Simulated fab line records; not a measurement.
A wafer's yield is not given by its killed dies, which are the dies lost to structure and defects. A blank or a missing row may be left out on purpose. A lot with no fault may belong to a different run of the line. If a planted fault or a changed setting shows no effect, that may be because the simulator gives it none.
The same fault as seen by 2 desks ; flow sky130 ; each desk holds nothing but its own numbers, with what lay behind them at the end

## TOOL OWNER'S DESK, iline stepper-01
The tool's own readings at SKY_SD_P_EXPOSE_04 (exposes mask PSDM, target cd 380 nm): means of the sampled wafers that have a number, for each lot that ran on this tool. If a lot's mean is further than 4 standard deviations from the usual mean, the lot is out of limits and carries the mark OUT (the distance appears in the brackets).
Columns: A = exposure dose mJ cm2 at SKY_SD_P_EXPOSE_04, usual 137.95; B = focus offset nm at SKY_SD_P_EXPOSE_04, usual 0.1 nm
lot;first seen here;A;B
L873;day 25 16:26;138.00;0.4
This desk's finding: nothing out of limits on the one lot.

## METROLOGY DESK
What the gauges read, lot by lot, whatever tool the lot ran on: means of the sampled wafers that have a number. If a lot's mean is further than 4 standard deviations from the usual mean, the lot is out of limits and carries the mark OUT (the distance appears in the brackets).
Columns: A = cd nm at SKY_POLY_CUT_CD_MEAS_08, usual 270.2 nm; B = POLY_CUT_OVL at SKY_POLY_CUT_OVL_MEAS_09, usual -4 nm
lot;first seen here;A;B
L873;day 24 23:58;270.4;-6
L876;day 26 14:27;270.5;-4
L886;day 29 21:53;270.6;-10
L887;day 30 04:38;269.0;-3
L890;day 31 13:38;270.7;-7
L892;day 31 22:29;272.2;-6
This desk found nothing out of limits on any of the 6 lots.

## TAKEN TOGETHER
The tool owner's desk saw nothing out of limits.
At the metrology desk, nothing out of limits was observed.

## WHAT WAS PUT IN BY THE SIMULATOR
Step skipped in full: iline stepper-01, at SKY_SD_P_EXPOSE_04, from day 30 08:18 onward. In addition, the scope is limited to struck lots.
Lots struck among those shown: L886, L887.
